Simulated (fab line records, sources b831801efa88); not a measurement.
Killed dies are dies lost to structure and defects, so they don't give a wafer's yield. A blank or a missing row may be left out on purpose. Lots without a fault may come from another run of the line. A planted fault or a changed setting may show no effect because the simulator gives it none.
Chamber matching | flow gf180mcu | GF_V2_ETCH_16 on rie_diel-01: 4 sister chambers
The step etches BARC in N2/H2. 4 wafers are shown with their chamber, then 8 later ones without.

WAFERS WITH THEIR CHAMBER
wafer  | chamber | drypump_motor_current_A (A)
L751.4 | 2       | 6.03
L753.4 | 0       | 5.76
L753.5 | 1       | 6.08
L757.3 | 3       | 5.70

WAFERS WITHOUT THEIR CHAMBER
wafer  | drypump_motor_current_A (A)
L757.4 | 6.06
L757.5 | 5.72
L759.1 | 6.09
L759.5 | 5.71
L759.6 | 6.03
L764.1 | 5.77
L764.2 | 6.03
L764.3 | 5.71

WHICH CHAMBER EACH WENT THROUGH
wafer  | from the rows above     | in truth
L757.4 | can't be placed: 1 or 2 | 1
L757.5 | can't be placed: 3 or 0 | 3
L759.1 | 1                       | 1
L759.5 | 3                       | 3
L759.6 | 2                       | 2
L764.1 | 0                       | 0
L764.2 | 2                       | 2
L764.3 | 3                       | 3
Placed correctly: 6 of 8. Can't be placed from these rows: 2 (the true chamber is among the candidates in 2). Placed wrongly: 0.
How it was worked out, from the rows above alone: a wafer's distance from a chamber is the root of the sum, over the readings, of the square of ((its reading less the chamber's mean) divided by the reading's scatter). The wafer belongs to the nearest chamber; if the next one is less than 2 further off, it can't be placed. A chamber's mean is the mean of its shown wafers. The scatter: with one shown wafer a chamber, the root of the mean of the squares of how far each hidden wafer lies from its nearest shown one.
